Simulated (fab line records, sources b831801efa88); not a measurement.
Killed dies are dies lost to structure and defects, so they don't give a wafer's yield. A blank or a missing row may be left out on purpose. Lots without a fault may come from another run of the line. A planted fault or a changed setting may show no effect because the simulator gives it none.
A struck lot beside a sound one | flow sky130 | 31 steps out of a route of 708
Sound: wafers L990.1, L990.2, L990.4. Struck: wafer L101.2. (L101.5, L101.6 of the same lot were not struck and are left out.) The cause comes at the end.
At each step with rows: each side's tool, then ch and its chambers, then its first start. Under that, the readings that differ: sound wafers | struck wafers | difference of the means | sigmas: that difference in standard deviations of wafers without a fault.
alike: readings whose means differ by less than 2 such deviations, and words and numbers that are the same on both sides. not compared: withheld readings, readings that some wafer has no value for, bounds like >300 that may hide the same value, and numbers for which the record gives no deviation and whose values overlap.
The two part at a step that has a row with sigmas, a row that says differs or no value, or rows on one side only. Numbers that don't overlap but have no deviation are shown without sigmas and don't part them. A reading that every wafer of one side lacks parts them only if that side has two wafers or more.

SKY_LI_CONTACT_OVL_MEAS_13:
  sound on overlay-02, day 30 03:28; struck on overlay-01, day 33 22:03
  alike: LI_CONTACT_OVL
SKY_LI_CONTACT_ETCH_14: etches BARC in N2/H2, stops on SiO2, time 45.9 s, target depth 60 nm.
  sound on rie_diel-01 ch 0,1,2, day 30 03:29; struck on rie_diel-01 ch 1, day 33 22:05
  alike: drypump_motor_current_A, oes_product_au, throttle_valve_pct
  not compared: rf_hours_counter_h
SKY_LI_CONTACT_ETCH_15: etches PSG in C4F8/O2/Ar, stops on Si, target depth 600 nm.
  sound on rie_diel-01 ch 0,1,2, day 30 03:32; struck on rie_diel-01 ch 1, day 33 22:07
  alike: oes_product_au
SKY_LI_CONTACT_STRIP_16: strips in O2/N2.
  sound on plasma_asher-01 ch 0,1, day 30 03:37; struck on plasma_asher-02 ch 1, day 33 22:12
  reading               | sound             | struck | difference | sigmas
  oes_product_au (a.u.) | 0.376 0.385 0.388 | 0.371  | -0.012     | -3
  alike: drypump_motor_current_A, strip_time_to_endpoint_s
  not compared: rf_hours_counter_h
then, 2 steps without rows for these wafers: SKY_LI_CONTACT_CLEAN_17 (cleans in NMP, time 600 s); SKY_LI_CONTACT_PRE_CLEAN_18 (time 5.6 s).
SKY_LI_CONTACT_SPUTTER_19: material Ti, target thk 20 nm, time 106.37 s.
  sound on pvd_sputter-04, day 30 03:55; struck on pvd_sputter-01, day 33 22:30
  alike: throttle_valve_pct
then, 2 steps without rows for these wafers: SKY_LI_CONTACT_SPUTTER_20 (material TiN, target thk 20 nm, time 80 s); SKY_LI_CONTACT_CVD_21 (deposits W, target thk 400 nm, time 120.56 s).
SKY_LI_CONTACT_RS_MEAS_22: measures by four-point-probe.
  sound on film_metro-02, day 30 04:11; struck on film_metro-03, day 33 22:47
  alike: LI_CONTACT_W_RS
SKY_LI_CONTACT_THK_MEAS_23: measures by xrf.
  sound on film_metro-02, day 30 04:18; struck on film_metro-03, day 33 22:53
  alike: LI_CONTACT_W_THK
then, 1 step without rows for these wafers: SKY_LI_CONTACT_CMP_24 (polishes, stops on PSG, t overpolish 20 s, target thk 0 nm).
SKY_LOCAL_INTERCONNECT_SPUTTER_00: material TiN, target thk 100 nm, time 83.3 s.
  sound on pvd_sputter-01, day 30 04:40; struck on pvd_sputter-03, day 33 23:14
  reading                                                | sound             | struck | difference | sigmas
  model.TiN_of_LOCAL_INTERCONNECT_SPUTTER_00.thk_nm (nm) | 100.1 98.71 99.62 | 64.48  | -35.00     |
  alike: throttle_valve_pct
SKY_LOCAL_INTERCONNECT_RS_MEAS_01: measures by four-point-probe.
  sound on film_metro-02, day 30 04:43; struck on film_metro-02, day 33 23:19
  reading                            | sound             | struck | difference | sigmas
  LOCAL_INTERCONNECT_TIN_RS (ohm/sq) | 14.14 14.34 14.20 | 22.49  | +8.26      | +52
SKY_LOCAL_INTERCONNECT_THK_MEAS_02: measures by xrf.
  sound on film_metro-02, day 30 04:50; struck on film_metro-02, day 33 23:26
  reading                         | sound          | struck | difference | sigmas
  LOCAL_INTERCONNECT_TIN_THK (nm) | 99.3 98.2 99.4 | 64.2   | -34.8      | -29
then, 8 steps without rows for these wafers: SKY_LOCAL_INTERCONNECT_DEHYDRATE_03 (time 60 s); SKY_LOCAL_INTERCONNECT_HMDS_04 (prime time 60 s); SKY_LOCAL_INTERCONNECT_COAT_05 (resist thk 60 nm); SKY_LOCAL_INTERCONNECT_COAT_06 (resist thk 450 nm); SKY_LOCAL_INTERCONNECT_SOFTBAKE_07 (time 90 s); SKY_LOCAL_INTERCONNECT_EXPOSE_08 (exposes mask LI1M, target cd 170 nm); SKY_LOCAL_INTERCONNECT_PEB_09; SKY_LOCAL_INTERCONNECT_DEVELOP_10 (develop time 60 s).
SKY_LOCAL_INTERCONNECT_CD_MEAS_11: target cd 170 nm.
  sound on cd_sem-01, day 31 06:14; struck on cd_sem-01, day 35 01:17
  reading    | sound             | struck | difference | sigmas
  cd_nm (nm) | 167.4 167.7 167.7 | 171.4  | +3.8       | +2
SKY_LOCAL_INTERCONNECT_OVL_MEAS_12:
  sound on overlay-01, day 31 06:22; struck on overlay-01, day 35 01:24
  alike: LOCAL_INTERCONNECT_OVL
then, 1 step without rows for these wafers: SKY_LOCAL_INTERCONNECT_ETCH_13 (etches BARC in N2/H2, stops on SiO2, time 45.9 s, target depth 60 nm).
SKY_LOCAL_INTERCONNECT_METAL_ETCH_14: etches TiN in Cl2/BCl3, stops on PSG, target depth 110 nm, time 31.4 s.
  sound on rie_metal-01 ch 0,1, day 31 06:28; struck on rie_metal-04 ch 0, day 35 01:30
  reading                | sound                | struck | difference | sigmas
  oes_product_au (a.u.)  | 0.937 0.944 0.938    | 0.746  | -0.194     | -25
  throttle_valve_pct (%) | 21.885 21.895 21.919 | 22.048 | +0.148     | +15
  alike: drypump_motor_current_A
  not compared: rf_hours_counter_h
SKY_LOCAL_INTERCONNECT_STRIP_15: strips in O2/N2.
  sound on plasma_asher-01 ch 0,1, day 31 06:31; struck on plasma_asher-03 ch 0, day 35 01:33
  alike: drypump_motor_current_A, oes_product_au, strip_time_to_endpoint_s
  not compared: rf_hours_counter_h
SKY_LOCAL_INTERCONNECT_STRIP_16: strips in post etch residue remover, time 1200 s.
  sound on wet_bench-01 ch 1, day 31 06:37; struck on wet_bench-01 ch 2, day 35 01:39
  reading                                                | sound            | struck | difference | sigmas
  model.TiN_of_LOCAL_INTERCONNECT_SPUTTER_00.thk_nm (nm) | 99.65 98.3 99.21 | 64.06  | -34.99     |
then, 1 step without rows for these wafers: SKY_LOCAL_INTERCONNECT_CLEAN_17 (cleans in IPA, time 180 s).
-- the record jumps here: 14 days lie between the struck wafers' starts before and after (it left off in module LOCAL_INTERCONNECT and takes up again in module PAD_OPEN, whose first step shown is number 708 of the route) --
SKY_PAD_OPEN_PROBE_99:
  sound on prober-01, day 46 12:22; struck on prober-02, day 49 07:05
  reading                        | sound             | struck | difference | sigmas
  killed_at_M0_to_M3             | 50 57 53          | 31     | -22        | -4
  killed_at_other                | 0 0 0             | 1      | +1         | +2
  model.etest.res_li.line_ohm_um | 76.26 77.37 76.59 | 115.5  | +38.8      |
  model.etest.res_li.rs_ohm_sq   | 12.85 13.02 12.88 | 19.82  | +6.90      |
  model.etest.mcon_chain.rc_ohm  | 16.84 16.94 16.49 | 19.77  | +3.01      |
  alike: killed_at_M4_up, killed_at_contacts, killed_at_front_end, killed_dies, killed_open, killed_short

WHERE THEY PART
First at SKY_LI_CONTACT_STRIP_16; last, within this record, at SKY_PAD_OPEN_PROBE_99.

WHY: what the simulator had put in
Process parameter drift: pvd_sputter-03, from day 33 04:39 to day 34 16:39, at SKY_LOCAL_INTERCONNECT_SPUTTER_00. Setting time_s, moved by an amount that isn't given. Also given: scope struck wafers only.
